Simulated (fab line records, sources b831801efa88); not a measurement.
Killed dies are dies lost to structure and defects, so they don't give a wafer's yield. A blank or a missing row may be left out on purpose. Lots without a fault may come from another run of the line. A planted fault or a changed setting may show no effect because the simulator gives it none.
Chamber matching | flow sfq_line | SFQ_TRILAYER_I4_CMP_CMP_100 on cmp-01: 4 sister chambers
The step polishes SiO2. 8 wafers are shown with their chamber, then 11 later ones without.

WAFERS WITH THEIR CHAMBER
wafer  | chamber | motor_current_A (A) | time_to_endpoint_s (s)
L450.3 | 2       | 9.3                 | 202
L458.3 | 1       | 11.4                | 223
L459.1 | 3       | 10.2                | 208
L459.6 | 3       | 10.2                | 209
L460.1 | 0       | 9.9                 | 209
L460.4 | 1       | 11.3                | 215
L460.6 | 2       | 9.6                 | 214
L462.3 | 0       | 10.3                | 206

WAFERS WITHOUT THEIR CHAMBER
wafer  | motor_current_A (A) | time_to_endpoint_s (s)
L462.4 | 11.2                | 208
L462.6 | 10.0                | 216
L463.3 | 8.9                 | 204
L463.4 | 11.4                | 215
L463.6 | 10.0                | 211
L464.2 | 10.2                | 212
L464.3 | 10.5                | 204
L464.4 | 11.1                | 212
L466.1 | 11.3                | 204
L466.3 | 9.0                 | 211
L466.6 | 10.4                | 219

WHICH CHAMBER EACH WENT THROUGH
wafer  | from the rows above          | in truth
L462.4 | 1                            | 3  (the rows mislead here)
L462.6 | can't be placed: 0 or 3 or 2 | 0
L463.3 | 2                            | 2
L463.4 | 1                            | 1
L463.6 | can't be placed: 0 or 3      | 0
L464.2 | can't be placed: 3 or 0      | 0
L464.3 | can't be placed: 3 or 0      | 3
L464.4 | 1                            | 1
L466.1 | 1                            | 1
L466.3 | 2                            | 2
L466.6 | can't be placed: 3 or 0      | 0
Placed correctly: 5 of 11. Can't be placed from these rows: 5 (the true chamber is among the candidates in 5). Placed wrongly: 1.
How it was worked out, from the rows above alone: a wafer's distance from a chamber is the root of the sum, over the readings, of the square of ((its reading less the chamber's mean) divided by the reading's scatter). The wafer belongs to the nearest chamber; if the next one is less than 2 further off, it can't be placed. A chamber's mean is the mean of its shown wafers. The scatter: the root of (the sum of the squares of (reading less its chamber's mean) over the shown wafers, divided by (wafers less chambers)).
